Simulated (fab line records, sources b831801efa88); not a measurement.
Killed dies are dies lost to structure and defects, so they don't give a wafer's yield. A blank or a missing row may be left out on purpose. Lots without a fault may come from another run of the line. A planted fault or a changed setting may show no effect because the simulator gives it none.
fab line records | flow gf180mcu | part 1 of 2: steps 1 to 25 of 35
record lots=5 wafers=15 last_day=34
route steps=602 shown V3@448 M4@456 V4@476
lots that met no fault: from a run of the same line without faults
start_h: hours from the record's first day to the start of the lot's first wafer shown | wait_h: hours since the lot's step before | " the same as in the row above | L1.1+2: a row that stands for several wafers | - no value, or no start given | * or withheld: withheld | < > ~ a bound
route shown NAME@n: a module of which the file shows steps, and the number in the route of the first | usual: mean/standard deviation of fault-free wafers | same: alike in all rows | chamber/n: place in a boat | sites: the reading at each site | _std_site: their standard deviation | _edge_site: outer sites' mean less inner sites' | radius_mm: how far each site lies from the wafer's centre | mask NAME#n: copy n | behind: the tool/chamber that last shaped the wafer | hold: why the lot was held/for how many hours/how that ended | device: the transistor (n, p or np) that didn't switch | end of line: the same wafers' tests at the end of the route | a step without rows: its recipe alone | killed: dies lost to structure and defects at the first sort, not the wafer's yield | map: a wafer's dies, x killed, . not, _ none there
set.NAME: the setting as run; set.NAME@STEP: as run at that earlier step | model.NAME: the simulator's own value behind a step, which no gauge read
lots at some steps of the route; a table a step, a row a wafer
services: from which hour (start_h, from the record's first day; less than 0 if before it) a tool's chamber was out of use, for how many hours, and why
## steps
# step GF_V3_STRIP_19
# recipe chemistry=post_etch_residue_remover time_s=1200 temp_c=72.5
# columns lot.wafer tool chamber start_h wait_h
L075.1+2+4 wet_bench-03 0 520.88 0.1
L081.1+2+5 wet_bench-04 3 575.48 0.1
L091.4+5+6 wet_bench-04 2 652.43 0.0
L093.1+2+6 wet_bench-01 3 660.78 0.1
L097.1+2+5 wet_bench-04 1 691.15 0.1
# step GF_V3_CLEAN_20
# recipe chemistry=DIW dry=n2_spin
# columns lot.wafer tool chamber start_h wait_h
L075.1+2+4 wet_bench-01 1 521.22 0.0
L081.1+2+5 wet_bench-01 3 575.82 0.0
L091.4+5+6 wet_bench-01 1 652.77 0.0
L093.1+2+6 wet_bench-04 3 661.12 0.0
L097.1+2+5 wet_bench-03 0 691.52 0.0
# step GF_V3_SPUTTER_21
# recipe material=Ti target_thk_nm=15 chamber_pressure_pa=5 power_w=2500 substrate_temp_c=200 time_s=80.02
# usual chamber_pressure_pa=4.999/0.0096 throttle_valve_pct=30.1/0.94
# columns lot.wafer tool chamber start_h wait_h chamber_pressure_pa throttle_valve_pct
L075.1 pvd_sputter-04 - 521.32 0.0 4.996 29.3
L075.2 " - " " 5.013 30.8
L075.4 " - " " 4.998 29.4
L081.1 pvd_sputter-01 - 575.92 0.0 4.999 30.2
L081.2 " - " " 5.003 32.0
L081.5 " - " " 4.998 31.1
L091.4 pvd_sputter-03 - 652.87 0.0 4.997 29.6
L091.5 " - " " 4.997 29.4
L091.6 " - " " 4.990 30.0
L093.1 pvd_sputter-03 - 661.21 0.0 4.994 29.8
L093.2 " - " " 5.006 29.1
L093.6 " - " " 5.013 29.5
L097.1 pvd_sputter-04 - 691.70 0.0 4.994 30.0
L097.2 " - " " 4.993 29.5
L097.5 " - " " 5.017 29.7
# step GF_V3_SPUTTER_22
# recipe material=TiN target_thk_nm=10 chamber_pressure_pa=5 power_w=4000 time_s=40
# usual chamber_pressure_pa=5.002/0.012 throttle_valve_pct=30.2/0.93
# columns lot.wafer tool chamber start_h wait_h chamber_pressure_pa throttle_valve_pct
L075.1 pvd_sputter-04 - 521.38 0.0 5.008 29.1
L075.2 " - " " 4.997 30.8
L075.4 " - " " 4.982 29.4
L081.1 pvd_sputter-01 - 575.98 0.0 4.991 30.3
L081.2 " - " " 5.011 31.9
L081.5 " - " " 5.003 31.0
L091.4 pvd_sputter-03 - 652.93 0.0 5.015 29.4
L091.5 " - " " 5.073 29.4
L091.6 " - " " 5.000 29.9
L093.1 pvd_sputter-03 - 661.27 0.0 4.990 30.3
L093.2 " - " " 5.008 29.5
L093.6 " - " " 5.013 29.6
L097.1 pvd_sputter-04 - 691.76 0.0 5.021 30.2
L097.2 " - " " 4.995 29.5
L097.5 " - " " 5.026 30.0
# step GF_V3_CVD_23
# recipe material=W target_thk_nm=350 time_s=104.9 temp_c=400 pressure_torr=40
# usual heater_power_w=919/36
# columns lot.wafer tool chamber start_h wait_h heater_power_w
L075.1 cvd_w-02 0 521.42 0.0 910
L075.2 " 1 " " 917
L075.4 " 0 " " 918
L081.1 cvd_w-01 1 576.02 0.0 881
L081.2 " 0 " " 945
L081.5 " 1 " " 889
L091.4 cvd_w-01 0 653.01 0.1 972
L091.5 " 1 " " 855
L091.6 " 0 " " 965
L093.1 cvd_w-01 1 661.31 0.0 884
L093.2 " 0 " " 975
L093.6 " 1 " " 858
L097.1 cvd_w-01 0 691.80 0.0 970
L097.2 " 1 " " 883
L097.5 " 1 " " 872
# step GF_V3_RS_MEAS_24
# recipe thk_meas_gauge=four-point-probe reads=W_of_V3_CVD_23+TiN_of_V3_SPUTTER_22+Ti_of_V3_SPUTTER_21
# usual V3_W_RS=0.331/0.0041
# columns lot.wafer tool chamber start_h wait_h V3_W_RS[ohm/sq]
L075.1 film_metro-03 - 521.53 0.1 0.326
L075.2 " - " " 0.333
L075.4 " - " " 0.328
L081.1 film_metro-04 - 576.13 0.1 0.328
L081.2 " - " " 0.332
L081.5 " - " " 0.335
L091.4 film_metro-04 - 653.14 0.1 0.334
L091.5 " - " " 0.331
L091.6 " - " " 0.332
L093.1 film_metro-03 - 661.42 0.1 0.337
L093.2 " - " " 0.335
L093.6 " - " " 0.335
L097.1 film_metro-04 - 691.91 0.1 0.328
L097.2 " - " " 0.333
L097.5 " - " " 0.328
# step GF_V3_THK_MEAS_25
# recipe thk_meas_gauge=xrf reads=W_of_V3_CVD_23
# usual V3_W_THK=351/6.2
# columns lot.wafer tool chamber start_h wait_h V3_W_THK[nm]
L075.1 film_metro-03 - 521.65 0.1 352
L075.2 " - " " 343
L075.4 " - " " 350
L081.1 film_metro-04 - 576.25 0.1 353
L081.2 " - " " 353
L081.5 " - " " 347
L091.4 film_metro-04 - 653.23 0.1 348
L091.5 " - " " 350
L091.6 " - " " 348
L093.1 film_metro-03 - 661.54 0.1 340
L093.2 " - " " 344
L093.6 " - " " 342
L097.1 film_metro-04 - 692.03 0.1 353
L097.2 " - " " 347
L097.5 " - " " 352
# step GF_V3_CMP_26
# recipe stop_on=SiO2 down_force_psi=3.5 platen_rpm=60 t_overpolish_s=15 target_thk_nm=0 pad_velocity_m_s=0.94248
# usual motor_current_A=11.0/1.1 overpolish_run_s=15.000/0.0084 retaining_ring_pressure_frac=1.000/0.0052 time_to_endpoint_s=82/3.3
# columns lot.wafer tool chamber start_h wait_h motor_current_A overpolish_run_s retaining_ring_pressure_frac time_to_endpoint_s
L075.2 cmp-01 2 521.71 0.0 11.5 14.977 0.994 78
L075.4 " 3 " " 11.7 15.001 1.000 78
L075.1 " 1 " " 8.5 14.998 0.997 84
L081.1 cmp-01 3 576.35 0.1 12.1 14.991 1.004 82
L081.2 " 2 " " 11.2 14.981 0.991 82
L081.5 " 3 " " 12.2 15.001 1.004 81
L091.4 cmp-02 1 653.26 0.0 11.1 14.998 0.994 78
L091.5 " 1 " " 10.8 15.005 1.000 82
L091.6 " 2 " " 12.2 15.013 0.999 82
L093.2 cmp-01 2 661.60 0.0 11.4 14.999 0.996 83
L093.1 " 0 " " 11.8 15.013 0.999 80
L093.6 " 2 " " 10.8 14.995 1.005 79
L097.2 cmp-01 0 692.09 0.0 11.5 15.008 1.003 79
L097.1 " 3 " " 12.4 15.000 1.000 82
L097.5 " 1 " " 9.0 15.003 1.004 89
# step GF_M4_SPUTTER_00
# recipe material=Ti target_thk_nm=37.5 arriving_ion_energy_ev=80 substrate_temp_c=200 chamber_pressure_pa=2 power_w=4000 time_s=150
# usual chamber_pressure_pa=2.000/0.0039 throttle_valve_pct=30.1/0.83
# columns lot.wafer tool chamber start_h wait_h chamber_pressure_pa throttle_valve_pct
L075.1 pvd_sputter-04 - 522.01 0.1 2.002 30.9
L075.2 " - " " 2.005 29.8
L075.4 " - " " 2.009 29.4
L081.1 pvd_sputter-03 - 576.65 0.2 1.999 29.6
L081.2 " - " " 2.000 29.6
L081.5 " - " " 2.004 28.0
L091.4 pvd_sputter-02 - 653.56 0.2 1.995 31.1
L091.5 " - " " 1.999 29.9
L091.6 " - " " 1.996 30.8
L093.1 pvd_sputter-04 - 661.90 0.1 1.999 29.6
L093.2 " - " " 1.996 30.7
L093.6 " - " " 1.994 30.0
L097.1 pvd_sputter-02 - 692.39 0.1 1.995 30.9
L097.2 " - " " 2.004 31.1
L097.5 " - " " 1.996 30.7
# step GF_M4_SPUTTER_01
# recipe material=TiN target_thk_nm=30 power_w=6500 time_s=25 chamber_pressure_pa=0.4
# usual chamber_pressure_pa=0.4001/0.00094 throttle_valve_pct=30.1/0.81
# columns lot.wafer tool chamber start_h wait_h chamber_pressure_pa throttle_valve_pct
L075.1 pvd_sputter-04 - 522.11 0.1 0.4001 30.8
L075.2 " - " " 0.3997 30.3
L075.4 " - " " 0.3989 29.4
L081.1 pvd_sputter-03 - 576.75 0.1 0.4005 30.1
L081.2 " - " " 0.4008 29.5
L081.5 " - " " 0.3995 28.4
L091.4 pvd_sputter-02 - 653.66 0.1 0.3982 30.7
L091.5 " - " " 0.4016 29.9
L091.6 " - " " 0.4008 31.1
L093.1 pvd_sputter-04 - 662.00 0.1 0.4009 29.1
L093.2 " - " " 0.4011 30.9
L093.6 " - " " 0.4001 29.7
L097.1 pvd_sputter-02 - 692.49 0.1 0.4016 30.8
L097.2 " - " " 0.4000 31.1
L097.5 " - " " 0.4009 30.9
# step GF_M4_SPUTTER_02
# recipe material=AlCu target_thk_nm=450 power_w=10600 time_s=23.9 chamber_pressure_pa=0.4
# usual chamber_pressure_pa=0.4002/0.00078 throttle_valve_pct=30.1/0.83
# columns lot.wafer tool chamber start_h wait_h chamber_pressure_pa throttle_valve_pct
L075.1 pvd_sputter-04 - 522.14 0.0 0.4001 30.9
L075.2 " - " " 0.3989 29.5
L075.4 " - " " 0.4005 29.1
L081.1 pvd_sputter-03 - 576.78 0.0 0.3999 30.3
L081.2 " - " " 0.4001 29.2
L081.5 " - " " 0.4002 28.0
L091.4 pvd_sputter-02 - 653.69 0.0 0.3995 31.0
L091.5 " - " " 0.4004 29.9
L091.6 " - " " 0.3991 30.7
L093.1 pvd_sputter-04 - 662.03 0.0 0.3997 29.4
L093.2 " - " " 0.3989 31.1
L093.6 " - " " 0.4013 30.2
L097.1 pvd_sputter-02 - 692.53 0.0 0.4004 30.8
L097.2 " - " " 0.4011 31.1
L097.5 " - " " 0.4000 31.0
# step GF_M4_SPUTTER_03
# recipe material=Ti target_thk_nm=10 substrate_temp_c=300 chamber_pressure_pa=0.3 power_w=3000 time_s=6.7
# usual chamber_pressure_pa=0.2999/0.00059 throttle_valve_pct=30.1/0.84
# columns lot.wafer tool chamber start_h wait_h chamber_pressure_pa throttle_valve_pct
L075.1 pvd_sputter-04 - 522.17 0.0 0.3002 30.8
L075.2 " - " " 0.3007 30.0
L075.4 " - " " 0.2991 29.1
L081.1 pvd_sputter-03 - 576.81 0.0 0.3001 29.8
L081.2 " - " " 0.3003 29.2
L081.5 " - " " 0.2987 28.0
L091.4 pvd_sputter-02 - 653.72 0.0 0.3004 31.1
L091.5 " - " " 0.3008 29.5
L091.6 " - " " 0.2997 30.7
L093.1 pvd_sputter-04 - 662.06 0.0 0.3005 29.5
L093.2 " - " " 0.3001 30.9
L093.6 " - " " 0.2998 30.0
L097.1 pvd_sputter-02 - 692.55 0.0 0.3002 31.0
L097.2 " - " " 0.3004 30.9
L097.5 " - " " 0.3004 30.6
# step GF_M4_SPUTTER_04
# recipe material=TiN target_thk_nm=50 power_w=6500 time_s=41.7 chamber_pressure_pa=0.4
# usual chamber_pressure_pa=0.4000/0.00074 throttle_valve_pct=30.0/0.83
# columns lot.wafer tool chamber start_h wait_h chamber_pressure_pa throttle_valve_pct
L075.1 pvd_sputter-04 - 522.19 0.0 0.3996 30.8
L075.2 " - " " 0.3991 29.8
L075.4 " - " " 0.4004 29.2
L081.1 pvd_sputter-03 - 576.83 0.0 0.4001 29.8
L081.2 " - " " 0.4006 29.4
L081.5 " - " " 0.4005 28.6
L091.4 pvd_sputter-02 - 653.75 0.0 0.4008 30.6
L091.5 " - " " 0.3997 29.7
L091.6 " - " " 0.3993 30.6
L093.1 pvd_sputter-04 - 662.08 0.0 0.4007 29.6
L093.2 " - " " 0.4005 30.8
L093.6 " - " " 0.4008 30.0
L097.1 pvd_sputter-02 - 692.58 0.0 0.4004 31.0
L097.2 " - " " 0.3998 31.0
L097.5 " - " " 0.3992 31.0
# step GF_M4_RS_MEAS_05
# recipe thk_meas_gauge=four-point-probe reads=TiN_of_M4_SPUTTER_04+Ti_of_M4_SPUTTER_03+AlCu_of_M4_SPUTTER_02+TiN_of_M4_SPUTTER_01+Ti_of_M4_SPUTTER_00
# usual M4_ALCU_RS=0.0696/0.00083
# columns lot.wafer tool chamber start_h wait_h M4_ALCU_RS[ohm/sq]
L075.1 film_metro-04 - 522.23 0.0 0.0694
L075.2 " - " " 0.0701
L075.4 " - " " 0.0696
L081.1 film_metro-04 - 576.87 0.0 0.0695
L081.2 " - " " 0.0702
L081.5 " - " " 0.0716
L091.4 film_metro-02 - 653.84 0.1 0.0687
L091.5 " - " " 0.0685
L091.6 " - " " 0.0697
L093.1 film_metro-03 - 662.12 0.0 0.0687
L093.2 " - " " 0.0702
L093.6 " - " " 0.0693
L097.1 film_metro-02 - 692.62 0.0 0.0693
L097.2 " - " " 0.0679
L097.5 " - " " 0.0691
# step GF_M4_THK_MEAS_06
# recipe thk_meas_gauge=xrf reads=AlCu_of_M4_SPUTTER_02
# usual M4_ALCU_THK=446/6.4
# columns lot.wafer tool chamber start_h wait_h M4_ALCU_THK[nm]
L075.1 film_metro-04 - 522.35 0.1 444
L075.2 " - " " 440
L075.4 " - " " 446
L081.1 film_metro-04 - 576.99 0.1 446
L081.2 " - " " 442
L081.5 " - " " 430
L091.4 film_metro-02 - 653.93 0.1 450
L091.5 " - " " 450
L091.6 " - " " 442
L093.1 film_metro-03 - 662.24 0.1 454
L093.2 " - " " 445
L093.6 " - " " 450
L097.1 film_metro-02 - 692.74 0.1 449
L097.2 " - " " 459
L097.5 " - " " 449
# step GF_M4_DEHYDRATE_07
# recipe temp_c=200 time_s=60
# usual resist_line_temp_C=23.00/0.096
# columns lot.wafer tool chamber start_h wait_h resist_line_temp_C
L075.1 litho_track-03 0 533.26 10.9 23.22
L075.2 " 0 " " 23.07
L075.4 " 0 " " 23.02
L081.1 litho_track-03 0 586.91 9.9 22.89
L081.2 " 0 " " 22.94
L081.5 " 0 " " 22.94
L091.4 litho_track-02 0 662.87 8.9 23.00
L091.5 " 0 " " 23.11
L091.6 " 0 " " 23.03
L093.1 litho_track-03 0 671.46 9.2 22.89
L093.2 " 0 " " 22.95
L093.6 " 0 " " 22.97
L097.1 litho_track-01 0 701.29 8.5 23.02
L097.2 " 0 " " 22.98
L097.5 " 0 " " 23.17
# step GF_M4_HMDS_08
# recipe prime_time_s=60 prime_temp_c=120
# usual resist_line_temp_C=22.99/0.1
# columns lot.wafer tool chamber start_h wait_h resist_line_temp_C
L075.1 litho_track-03 0 533.41 0.1 22.94
L075.2 " 0 " " 22.95
L075.4 " 0 " " 22.97
L081.1 litho_track-03 0 587.06 0.1 23.09
L081.2 " 0 " " 23.15
L081.5 " 0 " " 23.05
L091.4 litho_track-02 0 663.02 0.1 22.92
L091.5 " 0 " " 22.98
L091.6 " 0 " " 23.07
L093.1 litho_track-03 0 671.61 0.1 22.91
L093.2 " 0 " " 22.77
L093.6 " 0 " " 22.86
L097.1 litho_track-01 0 701.44 0.1 22.96
L097.2 " 0 " " 23.09
L097.5 " 0 " " 22.88
# step GF_M4_COAT_09
# recipe resist=KrF spin_rpm=withheld resist_thk_nm=1000
# usual resist_line_temp_C=23.01/0.11
# columns lot.wafer tool chamber start_h wait_h resist_line_temp_C
L075.1 litho_track-03 0 533.56 0.1 23.04
L075.2 " 0 " " 22.92
L075.4 " 0 " " 22.99
L081.1 litho_track-03 0 587.21 0.1 22.97
L081.2 " 0 " " 23.02
L081.5 " 0 " " 22.98
L091.4 litho_track-02 0 663.17 0.1 23.06
L091.5 " 0 " " 22.95
L091.6 " 0 " " 23.06
L093.1 litho_track-03 0 671.76 0.1 22.84
L093.2 " 0 " " 23.11
L093.6 " 0 " " 23.05
L097.1 litho_track-01 0 701.59 0.1 23.17
L097.2 " 0 " " 23.21
L097.5 " 0 " " 23.13
# step GF_M4_SOFTBAKE_10
# recipe temp_c=130 time_s=60 resist=KrF
# usual resist_line_temp_C=22.99/0.099
# columns lot.wafer tool chamber start_h wait_h resist_line_temp_C
L075.1 litho_track-03 0 533.71 0.1 23.23
L075.2 " 0 " " 23.00
L075.4 " 0 " " 22.97
L081.1 litho_track-03 0 587.36 0.1 22.93
L081.2 " 0 " " 23.05
L081.5 " 0 " " 22.90
L091.4 litho_track-02 0 663.32 0.1 22.91
L091.5 " 0 " " 22.83
L091.6 " 0 " " 22.92
L093.1 litho_track-03 0 671.91 0.1 23.03
L093.2 " 0 " " 23.04
L093.6 " 0 " " 22.98
L097.1 litho_track-01 0 701.74 0.1 22.91
L097.2 " 0 " " 22.87
L097.5 " 0 " " 23.09
# step GF_M4_EXPOSE_11
# recipe mask_id=Metal4 target_cd_nm=280 na=0.68 source_shape=conventional sigma_outer=0.6 dose_mj=28
# same na=0.68
# columns lot.wafer tool chamber start_h wait_h mask
L075.1+2+4 krf_scanner-02 0 - - Metal4#0
L081.1+2+5 krf_scanner-01 0 - - Metal4#0
L091.4+5+6 krf_scanner-01 0 - - Metal4#0
L093.1+2+6 krf_scanner-02 0 - - Metal4#0
L097.1+2+5 krf_scanner-01 0 - - Metal4#0
# step GF_M4_PEB_12
# recipe peb_temp_c=135 peb_time_s=90 resist=KrF
# usual resist_line_temp_C=22.98/0.1
# columns lot.wafer tool chamber start_h wait_h resist_line_temp_C
L075.1 litho_track-03 0 - - 22.89
L075.2 " 0 " " 23.01
L075.4 " 0 " " 23.12
L081.1 litho_track-01 0 - - 23.16
L081.2 " 0 " " 22.91
L081.5 " 0 " " 23.00
L091.4 litho_track-02 0 - - 22.90
L091.5 " 0 " " 22.85
L091.6 " 0 " " 22.81
L093.1 litho_track-01 0 - - 23.17
L093.2 " 0 " " 23.06
L093.6 " 0 " " 23.16
L097.1 litho_track-03 0 - - 22.91
L097.2 " 0 " " 22.95
L097.5 " 0 " " 22.82
# step GF_M4_DEVELOP_13
# recipe develop_time_s=60 dev_temp_c=21
# usual resist_line_temp_C=22.99/0.12
# same develop_time_s=60
# columns lot.wafer tool chamber start_h wait_h resist_line_temp_C
L075.1 litho_track-03 0 545.11 0.2 23.24
L075.2 " 0 " " 23.17
L075.4 " 0 " " 23.19
L081.1 litho_track-01 0 598.30 0.2 23.03
L081.2 " 0 " " 23.11
L081.5 " 0 " " 23.01
L091.4 litho_track-02 0 672.87 0.1 22.95
L091.5 " 0 " " 23.09
L091.6 " 0 " " 22.91
L093.1 litho_track-01 0 681.44 0.2 23.11
L093.2 " 0 " " 23.02
L093.6 " 0 " " 22.92
L097.1 litho_track-03 0 710.21 0.2 23.12
L097.2 " 0 " " 23.07
L097.5 " 0 " " 23.05
# step GF_M4_CD_MEAS_14
# recipe target_cd_nm=280
# usual cd_nm=279.7/1.3
# columns lot.wafer tool chamber start_h wait_h cd_nm
L075.1 cd_sem-01 - 545.26 0.1 279.7
L075.2 " - " " 277.9
L075.4 " - " " 278.8
L081.1 cd_sem-01 - 598.45 0.1 279.6
L081.2 " - " " 278.5
L081.5 " - " " 279.9
L091.4 cd_sem-02 - 673.00 0.1 277.6
L091.5 " - " " 279.2
L091.6 " - " " 279.2
L093.1 cd_sem-02 - 681.59 0.1 279.7
L093.2 " - " " 280.9
L093.6 " - " " 279.9
L097.1 cd_sem-01 - 710.36 0.1 278.7
L097.2 " - " " 278.9
L097.5 " - " " 279.3
# step GF_M4_OVL_MEAS_15
# usual M4_OVL=-2/5.8
# columns lot.wafer tool chamber start_h wait_h M4_OVL[nm]
L075.1 overlay-01 - 545.38 0.1 -1
L075.2 " - " " -7
L075.4 " - " " -2
L081.1 overlay-01 - 598.57 0.1 -6
L081.2 " - " " -1
L081.5 " - " " -6
L091.4 overlay-02 - 673.08 0.1 -3
L091.5 " - " " 7
L091.6 " - " " -5
L093.1 overlay-02 - 681.71 0.1 1
L093.2 " - " " 6
L093.6 " - " " 2
L097.1 overlay-01 - 710.48 0.1 -6
L097.2 " - " " -1
L097.5 " - " " -14
# step GF_M4_METAL_ETCH_16
# recipe chemistry=Cl2/BCl3 mask_material=KrF target_depth_nm=750.8 stop_on=SiO2 pressure_mtorr=8 icp_w=800 bias_w=140 Cl2_flow_sccm=80 bcl3_flow_sccm=40 time_s=125.1
# usual drypump_motor_current_A=5.9/0.59 oes_product_au=0.988/0.0056 throttle_valve_pct=28.232/0.01
# columns lot.wafer tool chamber start_h wait_h drypump_motor_current_A oes_product_au rf_hours_counter_h throttle_valve_pct
L075.1 rie_metal-01 1 545.42 0.0 5.3 0.987 8 28.229
L075.2 " 0 " " 5.0 0.999 10 28.219
L075.4 " 0 " " 5.0 0.990 - 28.236
L081.1 rie_metal-01 0 598.60 0.0 5.0 0.995 12 28.231
L081.2 " 1 " " 5.3 0.989 10 28.240
L081.5 " 1 " " 5.3 0.985 - 28.222
L091.4 rie_metal-04 0 673.14 0.1 6.2 0.985 - 28.239
L091.5 " 1 " " 6.6 0.993 - 28.243
L091.6 " 0 " " 6.2 0.987 - 28.241
L093.1 rie_metal-04 0 681.75 0.0 6.1 0.978 7 28.233
L093.2 " 1 " " 6.6 0.983 6 28.229
L093.6 " 1 " " 6.6 0.988 - 28.253
L097.1 rie_metal-04 1 710.52 0.0 6.6 0.993 7 28.233
L097.2 " 0 " " 6.2 0.984 9 28.231
L097.5 " 0 " " 6.2 0.993 - 28.249
